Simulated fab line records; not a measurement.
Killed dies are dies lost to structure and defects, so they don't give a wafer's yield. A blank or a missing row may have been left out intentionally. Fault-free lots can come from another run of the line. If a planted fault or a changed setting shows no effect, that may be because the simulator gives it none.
A lot that was struck, set against a sound lot ; flow sky130 ; 22 steps out of a route of 708
Sound: wafers L406.1, L406.3, L406.4. Struck: wafers L395.1, L395.3. The cause is named last.
For every step that has rows: the tool of each side, followed by ch and its chambers, followed by its first start. Under that, the readings that differ: sound wafers ; struck wafers ; difference of the means ; sigmas: that difference in standard deviations of wafers without a fault.
alike: words and numbers the same on both sides, and readings whose means are apart by under 2 such deviations; not compared: readings that were withheld, readings missing a value for some wafer, numbers with overlapping values and no deviation given by the record, and bounds like >300 which may hide the same value.
Wherever a step has rows on one side only, a row that says differs or no value, or a row with sigmas, the two part there. Numbers that don't overlap but have no deviation are shown without sigmas and don't part them. A reading that every wafer of one side lacks parts them only if that side has two wafers or more.

first, 1 step without rows for these wafers: SKY_LI_CONTACT_PRE_CLEAN_18 (time 5.6 s).
SKY_LI_CONTACT_SPUTTER_19: material Ti, target thk 20 nm, time 106.37 s.
  struck on pvd_sputter-02, day 32 13:28; sound on pvd_sputter-01, day 35 20:58
  alike: throttle_valve_pct
SKY_LI_CONTACT_SPUTTER_20: material TiN, target thk 20 nm, time 80 s.
  struck on pvd_sputter-02, day 32 13:33; sound on pvd_sputter-01, day 35 21:03
  alike: throttle_valve_pct
then, 1 step without rows for these wafers: SKY_LI_CONTACT_CVD_21 (deposits W, target thk 400 nm, time 120.56 s).
SKY_LI_CONTACT_RS_MEAS_22: measures by four-point-probe.
  struck on film_metro-04, day 32 13:44; sound on film_metro-03, day 35 21:15
  alike: LI_CONTACT_W_RS
SKY_LI_CONTACT_THK_MEAS_23: measures by xrf.
  struck on film_metro-04, day 32 13:51; sound on film_metro-03, day 35 21:22
  alike: LI_CONTACT_W_THK
SKY_LI_CONTACT_CMP_24: polishes, stops on PSG, t overpolish 20 s, target thk 0 nm.
  sound on cmp-01 ch 0,1,2, day 35 21:29; struck on cmp-02 ch 2,3, day 32 13:55
  alike: head_pressure_psi, motor_current_A, overpolish_run_s, time_to_endpoint_s
SKY_LOCAL_INTERCONNECT_SPUTTER_00: material TiN, target thk 100 nm, time 83.3 s.
  struck on pvd_sputter-03, day 32 14:13; sound on pvd_sputter-04, day 35 21:44
  alike: throttle_valve_pct
SKY_LOCAL_INTERCONNECT_RS_MEAS_01: measures by four-point-probe.
  struck on film_metro-01, day 32 14:17; sound on film_metro-01, day 35 21:47
  alike: LOCAL_INTERCONNECT_TIN_RS
SKY_LOCAL_INTERCONNECT_THK_MEAS_02: measures by xrf.
  struck on film_metro-01, day 32 14:24; sound on film_metro-01, day 35 21:55
  alike: LOCAL_INTERCONNECT_TIN_THK
then, 2 steps without rows for these wafers: SKY_LOCAL_INTERCONNECT_DEHYDRATE_03 (time 60 s); SKY_LOCAL_INTERCONNECT_HMDS_04 (prime time 60 s).
SKY_LOCAL_INTERCONNECT_COAT_05: resist thk 60 nm.
  sound on litho_track-01 ch 0, day 36 10:52; struck on litho_track-01 ch 0, day 33 03:37
then, 5 steps without rows for these wafers: SKY_LOCAL_INTERCONNECT_COAT_06 (resist thk 450 nm); SKY_LOCAL_INTERCONNECT_SOFTBAKE_07 (time 90 s); SKY_LOCAL_INTERCONNECT_EXPOSE_08 (exposes mask LI1M, target cd 170 nm); SKY_LOCAL_INTERCONNECT_PEB_09; SKY_LOCAL_INTERCONNECT_DEVELOP_10 (develop time 60 s).
SKY_LOCAL_INTERCONNECT_CD_MEAS_11 targets a cd of 170 nm.
  struck on cd_sem-02, day 33 17:13; sound on cd_sem-02, day 37 00:08
  alike: cd_nm
SKY_LOCAL_INTERCONNECT_OVL_MEAS_12:
  struck on overlay-01, day 33 17:20; sound on overlay-02, day 37 00:16
  alike: LOCAL_INTERCONNECT_OVL
SKY_LOCAL_INTERCONNECT_ETCH_13: etches BARC in N2/H2, stops on SiO2, time 45.9 s, target depth 60 nm.
  sound on rie_metal-02 ch 0,1, day 37 00:17; struck on rie_metal-01 ch 0, day 33 17:22
reading;sound;struck;difference;sigmas
model.etch.depth_nm (nm);60.05 60.32 60;60.84 60.82;+0.71;
  alike: drypump_motor_current_A, oes_product_au, rf_fwd_power_W, throttle_valve_pct
  not compared: rf_hours_counter_h
SKY_LOCAL_INTERCONNECT_METAL_ETCH_14: etches TiN in Cl2/BCl3, stops on PSG, target depth 110 nm, time 31.4 s.
  sound on rie_metal-02 ch 0,1, day 37 00:22; struck on rie_metal-01 ch 0, day 33 17:26
  alike: drypump_motor_current_A, mfc_cl2_sccm, oes_product_au, rf_fwd_power_W, throttle_valve_pct
  not compared: rf_hours_counter_h

WHERE THEY PART
Nowhere in this record.

WHY: whatever the simulator had introduced
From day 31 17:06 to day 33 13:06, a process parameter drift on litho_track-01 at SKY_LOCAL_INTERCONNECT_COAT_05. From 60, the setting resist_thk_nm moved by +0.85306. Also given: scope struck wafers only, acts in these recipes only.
